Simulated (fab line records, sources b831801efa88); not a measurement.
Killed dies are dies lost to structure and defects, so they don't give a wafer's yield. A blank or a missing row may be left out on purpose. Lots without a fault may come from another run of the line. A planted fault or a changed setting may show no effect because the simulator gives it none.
Split-lot experiment | flow gf180mcu | 5 lots, 23 wafers read, on a route of 602 steps

THE SPLIT
At GF_M3_EXPOSE_11 (exposes mask Metal3, target cd 280 nm), the setting dose_mj was moved away from the recipe's 28 on 10 of the 23 wafers read, by -7.4% to +5.5%. The other wafers ran this setting at the recipe's value.

FROM THE SPLIT TO THE READING: what the file shows between them, 2 steps
- GF_M3_PEB_12: peb time 90 s
- GF_M3_DEVELOP_13: develop time 60 s

THE READING
cd_nm, in nm, at GF_M3_CD_MEAS_14 (target cd 280 nm). Fault-free wafers of this fab line usually give 279.8 nm, standard deviation 1.1 nm.

wafer  | tool, chamber at the split | dose_mj as run | against the recipe | cd_nm, nm | against lot-mates on the recipe
L075.1 | krf_scanner-02, 0          | 28             | recipe             | 277.6     | -
L075.3 | krf_scanner-02, 0          | 28             | recipe             | 277.7     | -
L075.4 | krf_scanner-02, 0          | 29.53          | +5.5%              | 270.2     | -7.4
L075.5 | krf_scanner-02, 0          | 29.53          | +5.5%              | 270.8     | -6.8
L075.6 | krf_scanner-02, 0          | 29.53          | +5.5%              | 270.7     | -6.9
L076.1 | krf_scanner-02, 0          | 28             | recipe             | 279.0     | -
L076.3 | krf_scanner-02, 0          | 28             | recipe             | 278.7     | -
L076.4 | krf_scanner-02, 0          | 27.11          | -3.2%              | 282.6     | +3.8
L076.5 | krf_scanner-02, 0          | 27.11          | -3.2%              | 284.4     | +5.5
L076.6 | krf_scanner-02, 0          | 27.11          | -3.2%              | 282.9     | +4.0
L079.2 | krf_scanner-01, 0          | 28             | recipe             | 279.9     | -
L079.5 | krf_scanner-01, 0          | 28             | recipe             | 278.8     | -
L079.6 | krf_scanner-01, 0          | 28             | recipe             | 280.2     | -
L082.1 | krf_scanner-02, 0          | 25.92          | -7.4%              | 289.8     | +10.2
L082.3 | krf_scanner-02, 0          | 28             | recipe             | 279.4     | -
L082.4 | krf_scanner-02, 0          | 28             | recipe             | 279.9     | -
L082.5 | krf_scanner-02, 0          | 28             | recipe             | 279.5     | -
L082.6 | krf_scanner-02, 0          | 25.92          | -7.4%              | 291.6     | +12.0
L084.2 | krf_scanner-01, 0          | 26.37          | -5.8%              | 290.5     | +9.6
L084.3 | krf_scanner-01, 0          | 28             | recipe             | 281.5     | -
L084.4 | krf_scanner-01, 0          | 28             | recipe             | 281.1     | -
L084.5 | krf_scanner-01, 0          | 26.37          | -5.8%              | 290.1     | +9.2
L084.6 | krf_scanner-01, 0          | 28             | recipe             | 280.0     | -

THE FIT
A straight line over all 23 wafers: cd_nm changes by -1.6 nm for each +1% of dose_mj; r = -0.98; the points scatter about the line by 1.2 nm.
The same after taking each lot's own level away (the mean of its wafers on the recipe; 23 wafers): -1.44 nm for each +1%; r = -0.99; scatter 0.68 nm.
On that fit, the largest move of dose_mj shifts the reading by 11 nm.
The lots' own levels span 277.65 to 280.87 nm, that is 2.9 times the standard deviation above.
So the lot-to-lot level changes the slope: the two fits differ.
Check: with one of the wafers moved furthest among these (-7.4%) left out of the fit, the line predicts +11.1 nm for it against its lot-mates. It came out at +10.2 nm against them.

OTHER SPLITS ON THESE WAFERS
These wafers also went through other splits before the reading. Each is held against what the fit with the lots' levels taken away leaves over:
other split on the same wafers   | wafers away from the commonest value | r with cd_nm (lot level and that fit taken away)
GF_CONTACT_CVD_24 temp_c         | 7                                    | +0.49
GF_CONTACT_CMP_27 t_overpolish_s | 9                                    | -0.01
GF_V1_SPUTTER_21 time_s          | 9                                    | -0.32
GF_V2_COAT_09 resist_thk_nm      | 8                                    | +0.12
GF_M3_SPUTTER_04 power_w         | 4                                    | +0.24

THE WHOLE CHAIN: every reading that the file lists as answering this split, in the file's order
step                | what it does                                                                         | reading                                                   | change (the file's fit)              | r (the file's)
GF_M3_CD_MEAS_14    | target cd 280 nm                                                                     | cd_nm                                                     | -1.47 nm for each +1% of the setting | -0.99
GF_M3_METAL_ETCH_16 | etches the open film in Cl2/BCl3, stops on SiO2, target depth 627.5 nm, time 104.6 s | M3.cd_nm (the simulator's own value, which no gauge read) | -1.37 nm for each +1% of the setting | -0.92

THE FILE'S OWN FIT
cd_nm changes by -1.47 nm for each +1% of dose_mj, r = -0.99.
